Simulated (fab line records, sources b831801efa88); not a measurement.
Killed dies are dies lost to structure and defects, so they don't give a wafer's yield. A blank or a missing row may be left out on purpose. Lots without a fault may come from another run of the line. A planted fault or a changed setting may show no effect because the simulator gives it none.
Split-lot experiment | flow gf180mcu | 5 lots, 23 wafers read, on a route of 602 steps

THE SPLIT
At GF_HV_LDD_STRIP_22 (strips in O2/N2), the setting platen_temp_c was moved away from the recipe's 250 C on 5 of the 23 wafers read, by -2.8% to +1.6%. The other wafers ran this setting at the recipe's value.

The reading is taken at the split's own step.

THE READING
oes_product_au, in a.u., at GF_HV_LDD_STRIP_22 (strips in O2/N2). Fault-free wafers of this fab line usually give 0.715 a.u., standard deviation 0.0046 a.u..

wafer  | tool, chamber at the split | platen_temp_c as run, C | against the recipe | oes_product_au, a.u. | against lot-mates on the recipe
L074.1 | plasma_asher-01, 1         | 250                     | recipe             | 0.715                | -
L074.2 | plasma_asher-01, 0         | 253.9                   | +1.6%              | 0.720                | +0.005
L074.4 | plasma_asher-01, 1         | 253.9                   | +1.6%              | 0.749                | +0.034
L074.5 | plasma_asher-01, 1         | 250                     | recipe             | 0.721                | -
L074.6 | plasma_asher-01, 0         | 250                     | recipe             | 0.708                | -
L075.1 | plasma_asher-02, 1         | 250                     | recipe             | 0.717                | -
L075.3 | plasma_asher-02, 0         | 250                     | recipe             | 0.710                | -
L075.4 | plasma_asher-02, 1         | 250                     | recipe             | 0.716                | -
L075.5 | plasma_asher-02, 1         | 250                     | recipe             | 0.713                | -
L075.6 | plasma_asher-02, 0         | 250                     | recipe             | 0.711                | -
L082.1 | plasma_asher-03, 0         | 250                     | recipe             | 0.708                | -
L082.2 | plasma_asher-03, 1         | 250                     | recipe             | 0.719                | -
L082.3 | plasma_asher-03, 1         | 250                     | recipe             | 0.716                | -
L082.5 | plasma_asher-03, 1         | 250                     | recipe             | 0.727                | -
L082.6 | plasma_asher-03, 0         | 250                     | recipe             | 0.713                | -
L083.2 | plasma_asher-01, 1         | 243                     | -2.8%              | 0.655                | -0.064
L083.3 | plasma_asher-01, 1         | 243                     | -2.8%              | 0.659                | -0.060
L083.4 | plasma_asher-01, 0         | 250                     | recipe             | 0.717                | -
L083.5 | plasma_asher-01, 1         | 243                     | -2.8%              | 0.657                | -0.062
L083.6 | plasma_asher-01, 0         | 250                     | recipe             | 0.721                | -
L084.1 | plasma_asher-01, 1         | 250                     | recipe             | 0.713                | -
L084.2 | plasma_asher-01, 0         | 250                     | recipe             | 0.720                | -
L084.4 | plasma_asher-01, 0         | 250                     | recipe             | 0.717                | -

THE FIT
A straight line over all 23 wafers: oes_product_au changes by +0.0191 a.u. for each +1% of platen_temp_c; r = +0.95; the points scatter about the line by 0.0072 a.u..
The same after taking each lot's own level away (the mean of its wafers on the recipe; 23 wafers): +0.0202 a.u. for each +1%; r = +0.95; scatter 0.0072 a.u..
On that fit, the largest move of platen_temp_c shifts the reading by 0.057 a.u..
The lots' own levels span 0.7134 to 0.7190 a.u., that is 1.2 times the standard deviation above.
So the lot-to-lot level changes the slope little: the two slopes agree.
Check: with one of the wafers moved furthest among these (-2.8%) left out of the fit, the line predicts -0.056 a.u. for it against its lot-mates. It came out at -0.064 a.u. against them.
Tool readings at the split's step, against how far the setting was moved: oes_product_au r = +0.95; strip_time_to_endpoint_s r = -0.91.

OTHER SPLITS ON THESE WAFERS
These wafers also went through other splits before the reading. Each is held against what the fit with the lots' levels taken away leaves over:
other split on the same wafers  | wafers away from the commonest value | r with oes_product_au (lot level and that fit taken away)
GF_DUAL_GATE_STRIP_13 power_w   | 5                                    | -0.03
GF_HV_LDD_EXPOSE_04 dose_mj     | 11                                   | +0.32
GF_HV_LDD_COAT_14 resist_thk_nm | 10                                   | +0.04

THE WHOLE CHAIN: every reading that the file lists as answering this split, in the file's order
step               | what it does    | reading                  | change (the file's fit)                                                                   | r (the file's)
GF_HV_LDD_STRIP_22 | strips in O2/N2 | oes_product_au           | +0.0198 a.u. for each +1% of the setting                                                  | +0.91
GF_HV_LDD_STRIP_22 | strips in O2/N2 | strip_time_to_endpoint_s | withheld for each +1% of the setting, in a fit together with resist_thk_nm@HV_LDD_COAT_14 | 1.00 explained

THE FILE'S OWN FIT
oes_product_au changes by +0.0198 a.u. for each +1% of platen_temp_c, r = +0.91.
